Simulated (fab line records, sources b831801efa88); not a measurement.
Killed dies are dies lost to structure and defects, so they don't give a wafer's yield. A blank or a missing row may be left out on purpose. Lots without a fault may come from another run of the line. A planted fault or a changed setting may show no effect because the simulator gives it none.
A struck lot beside a sound one | flow sky130 | 16 steps out of a route of 708
Sound: wafers L836.1, L836.4, L836.5. Struck: wafers L849.1, L849.3, L849.4. The cause comes at the end.
At each step with rows: each side's tool, then ch and its chambers, then its first start. Under that, the readings that differ: sound wafers | struck wafers | difference of the means | sigmas: that difference in standard deviations of wafers without a fault.
alike: readings whose means differ by less than 2 such deviations, and words and numbers that are the same on both sides. not compared: withheld readings, readings that some wafer has no value for, bounds like >300 that may hide the same value, and numbers for which the record gives no deviation and whose values overlap.
The two part at a step that has a row with sigmas, a row that says differs or no value, or rows on one side only. Numbers that don't overlap but have no deviation are shown without sigmas and don't part them. A reading that every wafer of one side lacks parts them only if that side has two wafers or more.

first, 3 steps without rows for these wafers: SKY_VIA1_STRIP_17 (strips in post etch residue remover, time 1200 s); SKY_VIA1_CLEAN_18 (cleans in IPA, time 180 s); SKY_VIA1_CLEAN_19 (cleans in O3/DIW).
SKY_VIA1_SPUTTER_20: material TiN, target thk 20 nm, time 80 s.
  sound on pvd_sputter-01, day 33 22:04; struck on pvd_sputter-02, day 38 09:17
  alike: cathode_dc_power_W, chamber_pressure_pa, throttle_valve_pct
then, 1 step without rows for these wafers: SKY_VIA1_CVD_21 (deposits W, target thk 270 nm, time 80.902 s).
SKY_VIA1_RS_MEAS_22: measures by four-point-probe.
  sound on film_metro-04, day 33 22:13; struck on film_metro-04, day 38 09:26
  reading            | sound             | struck            | difference | sigmas
  VIA1_W_RS (ohm/sq) | 0.438 0.436 0.441 | 0.422 0.426 0.426 | -0.014     | -3
SKY_VIA1_THK_MEAS_23: measures by xrf.
  sound on film_metro-04, day 33 22:20; struck on film_metro-04, day 38 09:34
  reading         | sound       | struck      | difference | sigmas
  VIA1_W_THK (nm) | 260 261 257 | 272 268 270 | +11        | +3
SKY_VIA1_CMP_24: polishes, stops on SiO2, t overpolish 15 s, target thk 0 nm.
  sound on cmp-01 ch 0,1,3, day 33 22:27; struck on cmp-01 ch 0,1,3, day 38 09:41
  alike: head_pressure_psi, motor_current_A, overpolish_run_s, time_to_endpoint_s
SKY_METAL2_SPUTTER_00: material Ti, target thk 15 nm, time 10 s.
  sound on pvd_sputter-02, day 33 22:42; struck on pvd_sputter-04, day 38 09:56
  alike: cathode_dc_power_W, chamber_pressure_pa, throttle_valve_pct
SKY_METAL2_SPUTTER_01: material TiN, target thk 20 nm, time 16.7 s.
  sound on pvd_sputter-02, day 33 22:43; struck on pvd_sputter-04, day 38 09:58
  alike: cathode_dc_power_W, chamber_pressure_pa, throttle_valve_pct
SKY_METAL2_SPUTTER_02: material AlCu, target thk 250 nm, time 13.67 s.
  sound on pvd_sputter-02, day 33 22:45; struck on pvd_sputter-04, day 38 09:59
  alike: cathode_dc_power_W, chamber_pressure_pa, throttle_valve_pct
then, 1 step without rows for these wafers: SKY_METAL2_SPUTTER_03 (material Ti, target thk 5 nm, time 3.3 s).
SKY_METAL2_SPUTTER_04: material TiN, target thk 70 nm, time 58.3 s.
  sound on pvd_sputter-02, day 33 22:47; struck on pvd_sputter-04, day 38 10:02
  no value came back on the struck wafers for cathode_dc_power_W (W), chamber_pressure_pa (Pa), throttle_valve_pct (%); on the sound wafers cathode_dc_power_W (W) reads 6502.2 6497.8 6500.9
SKY_METAL2_RS_MEAS_05: measures by four-point-probe.
  sound on film_metro-02, day 33 22:51; struck on film_metro-04, day 38 10:22
  alike: METAL2_ALCU_RS
  not compared: hold
SKY_METAL2_THK_MEAS_06: measures by xrf.
  sound on film_metro-02, day 33 22:58; struck on film_metro-04, day 38 15:30
  reading              | sound       | struck      | difference | sigmas
  METAL2_ALCU_THK (nm) | 253 253 256 | 289 291 288 | +35        | +11
  not compared: hold
-- the record jumps here: 11 days lie between the struck wafers' starts before and after (it left off in module METAL2 and takes up again in module PAD_OPEN, whose first step shown is number 708 of the route) --
SKY_PAD_OPEN_PROBE_99:
  sound on prober-01, day 45 16:36; struck on prober-02, day 49 06:37
  reading                       | sound             | struck           | difference | sigmas
  model.etest.via2_chain.rc_ohm | 10.94 10.64 10.08 | 15.6 15.89 15.38 | +5.1       |
  alike: defect_limited_yield, killed_at_M0_to_M3, killed_at_M4_up, killed_at_contacts, killed_at_front_end, killed_at_other, killed_dies, killed_open, killed_short, sort_bin_3_pad_short, sort_bin_5_function, sort_bin_6_memory, sort_bin_8_speed, sort_n_pass, sort_yield_pct
  not compared: hold

WHERE THEY PART
First at SKY_VIA1_RS_MEAS_22; last, within this record, at SKY_METAL2_THK_MEAS_06. Later steps at which nothing parts them and some readings are alike: SKY_PAD_OPEN_PROBE_99.

WHY: what the simulator had put in
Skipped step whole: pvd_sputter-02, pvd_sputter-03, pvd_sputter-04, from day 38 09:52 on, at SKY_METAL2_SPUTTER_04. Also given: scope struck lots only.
